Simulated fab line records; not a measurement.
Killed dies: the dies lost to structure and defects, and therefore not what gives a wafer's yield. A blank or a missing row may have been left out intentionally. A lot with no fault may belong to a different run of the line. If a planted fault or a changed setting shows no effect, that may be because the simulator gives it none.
Problem report in the 8D (eight disciplines) form, filled by code	flow sky130	the parts of the form that need people (team, actions taken, sign-off) are left out

== 1. WHAT IS WRONG ==
Wafers with no fault read 3000.2 W with a standard deviation of 0.56, whereas cathodeDcPowerW at SKY_METAL5_SPUTTER_00 reads a mean of 3157.4 W on 1 wafer of 1 lot. That is +99 or more standard deviations from the usual mean.
The step: material Ti, target thk 15 nm, time 10 s.
First seen on wafer L624.3, day 46 01:34, on pvdSputter-02. The record has a number at this step for 36 wafers belonging to 12 lots. Rule for "out" (also "out of limits"): further than 4 standard deviations from the usual mean. Any other wafer with a number is counted as sound.

== 2. WHAT IT IS; WHAT IT IS NOT ==
question	is	is not
which readings at this step	cathodeDcPowerW	throttleValvePct
which lots	L624	L613, L614, L615, L616, L618, L628, L629, L630, L633, L634, L636
which wafers of those lots	L624.3	L624.1, L624.5
read on which tools	pvdSputter-02	pvdSputter-01, pvdSputter-04
when	from day 46 01:34	up to then (17 sound wafers); but 18 sound wafers of L628, L629, L630, L633, L634, L636 came after

== 3. WHAT RULES OUT EACH SUSPECT ==
Counting: a tool at a process step up to the reading stays a suspect if it ran every lot that is out. Sound lots after the first of them don't rule it out here, since some wafers of a struck lot are sound.
- rieMetal-04 at SKY_METAL4_METAL_ETCH_18 (etches the open film in Cl2/BCl3, stops on SiO2, target depth 845 nm, time 183.1 s): kept. It ran the lot that is out, L624 (day 45 01:49); its last sound lot up to then is L613 (day 41 18:11).
- rieDiel-03 at SKY_VIA4_ETCH_12 (etches SiO2 in C4F8/O2/Ar, stops on TiN, target depth 580 nm): kept. It ran the lot that is out, L624 (day 46 00:13); its last sound lot up to then is L618 (day 44 13:02).
- pvdSputter-02 at SKY_METAL5_SPUTTER_00 (material Ti, target thk 15 nm, time 10 s): kept. It ran the lot that is out, L624 (day 46 01:34); its last sound lot up to then is L618 (day 44 14:33). Its own readings are out on those wafers: cathodeDcPowerW.
- At SKY_VIA4_ETCH_12 on rieDiel-03, chamber 3 took the sound wafers of the same lots and chamber 2 took the wafers that are out.
After the count, these remain: rieMetal-04 at SKY_METAL4_METAL_ETCH_18, rieDiel-03 at SKY_VIA4_ETCH_12 and pvdSputter-02 at SKY_METAL5_SPUTTER_00.

== 4. THE CAUSE (what the simulator had put in) ==
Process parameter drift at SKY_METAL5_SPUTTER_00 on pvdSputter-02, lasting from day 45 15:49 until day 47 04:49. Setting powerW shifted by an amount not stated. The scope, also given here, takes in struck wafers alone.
This tool is one of the 3 suspects left after counting.

== 5. SEQUENCE OF EFFECTS, ordered by route ==
One row per reading whose mean, taken over the struck wafers that have a number, lies over 3 standard deviations from the usual. Readings are gone through only where the record gives a usual standard deviation; hours: the median, over the lots, of the time from a lot's start at the first step in this table giving one to that lot's start at this step; sigmas: the change measured in usual standard deviations.
hours	step	reading	usual	on struck wafers	change	sigmas
0	SKY_METAL5_SPUTTER_00	cathodeDcPowerW	3000.2 W	3157.4	+157.2	+99 or more
Here are the process steps it includes:
- SKY_METAL5_SPUTTER_00: material Ti, target thk 15 nm, time 10 s.
At these later measuring or inspecting steps, every struck wafer for which the step has a row has a number for every such reading, and none has moved that far: SKY_METAL5_RS_MEAS_05.

== 6. HOW IT WOULD HAVE BEEN CAUGHT EARLIER ==
In this record the first reading out of limits was taken at day 46 01:34, 10 hours after the fault began at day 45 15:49.
